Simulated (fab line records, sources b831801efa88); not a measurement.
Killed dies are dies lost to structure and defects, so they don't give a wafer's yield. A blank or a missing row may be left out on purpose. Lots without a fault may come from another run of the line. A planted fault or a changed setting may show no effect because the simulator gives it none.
Which tool did it? | flow gf180mcu | 11 lots, 33 wafers sampled, at 3 steps of a route of 602

WHAT THE GAUGES READ, wafer by wafer
GF_PSD_RS_MEAS_14: measures by four-point-probe.
lot  | measured     | on            | NSD_RS (ohm/sq)
L191 | day 15 12:35 | film_metro-04 | 46.21 46.10 46.18
L194 | day 16 14:17 | film_metro-04 | 46.11 46.04 46.17
L192 | day 16 15:18 | film_metro-01 | 46.20 46.19 46.26
L193 | day 16 16:05 | film_metro-01 | 46.26 46.24 46.08
L196 | day 17 14:34 | film_metro-04 | 46.13 46.16 46.22
L203 | day 20 08:34 | film_metro-02 | 46.05 46.18 46.12
L204 | day 20 14:58 | film_metro-01 | 46.51 46.41 46.38
L206 | day 21 06:41 | film_metro-04 | 46.45 46.52 46.41
L207 | day 21 07:36 | film_metro-04 | 46.14 46.05 46.04
L209 | day 22 02:55 | film_metro-01 | 46.23 46.21 46.38
L210 | day 22 10:47 | film_metro-04 | 46.08 46.19 46.11

WHICH TOOL RAN EACH LOT (tool, then ch and the chambers of the sampled wafers, then the start)
lot  | GF_NSD_IMPLANT_09               | GF_NSD_STRIP_11
L191 | implanter-04 ch 0, day 14 14:05 | plasma_asher-01 ch 0,1, day 14 14:21
L194 | implanter-03 ch 0, day 15 14:53 | plasma_asher-03 ch 0,1, day 15 15:11
L192 | implanter-02 ch 0, day 15 16:30 | plasma_asher-01 ch 0,1, day 15 16:45
L193 | implanter-03 ch 0, day 15 16:43 | plasma_asher-04 ch 0,1, day 15 16:59
L196 | implanter-03 ch 0, day 16 15:17 | plasma_asher-04 ch 0,1, day 16 15:34
L203 | implanter-03 ch 0, day 19 07:35 | plasma_asher-03 ch 0,1, day 19 07:52
L204 | implanter-03 ch 0, day 19 14:15 | plasma_asher-04 ch 0,1, day 19 14:33
L206 | implanter-03 ch 0, day 20 05:41 | plasma_asher-01 ch 0,1, day 20 05:57
L207 | implanter-04 ch 0, day 20 06:40 | plasma_asher-01 ch 0,1, day 20 06:57
L209 | implanter-04 ch 0, day 21 02:14 | plasma_asher-04 ch 0,1, day 21 02:32
L210 | implanter-04 ch 0, day 21 10:04 | plasma_asher-04 ch 0,1, day 21 10:22
- GF_NSD_IMPLANT_09
- GF_NSD_STRIP_11: strips in O2/N2.

THE ANSWER, worked out from the rows above alone
Rule: what is usual is taken from the lots themselves. Put in order of their means at a reading, lots are off if they are a third of the lots or fewer, leave a main group of 4 or more, and stand apart from it by a gap of 3 or more times the standard deviation of the main group's means; of several such gaps the widest counts. A main group whose means are all the same, to the digits that the tables above print for the reading, isn't used. A lot without any number at a reading at which 4 lots or more have one is off too. The other lots that the step has rows for count as sound.
No lot is off at any reading shown: from this, nothing can be told.

WHAT THE SIMULATOR HAD PUT IN
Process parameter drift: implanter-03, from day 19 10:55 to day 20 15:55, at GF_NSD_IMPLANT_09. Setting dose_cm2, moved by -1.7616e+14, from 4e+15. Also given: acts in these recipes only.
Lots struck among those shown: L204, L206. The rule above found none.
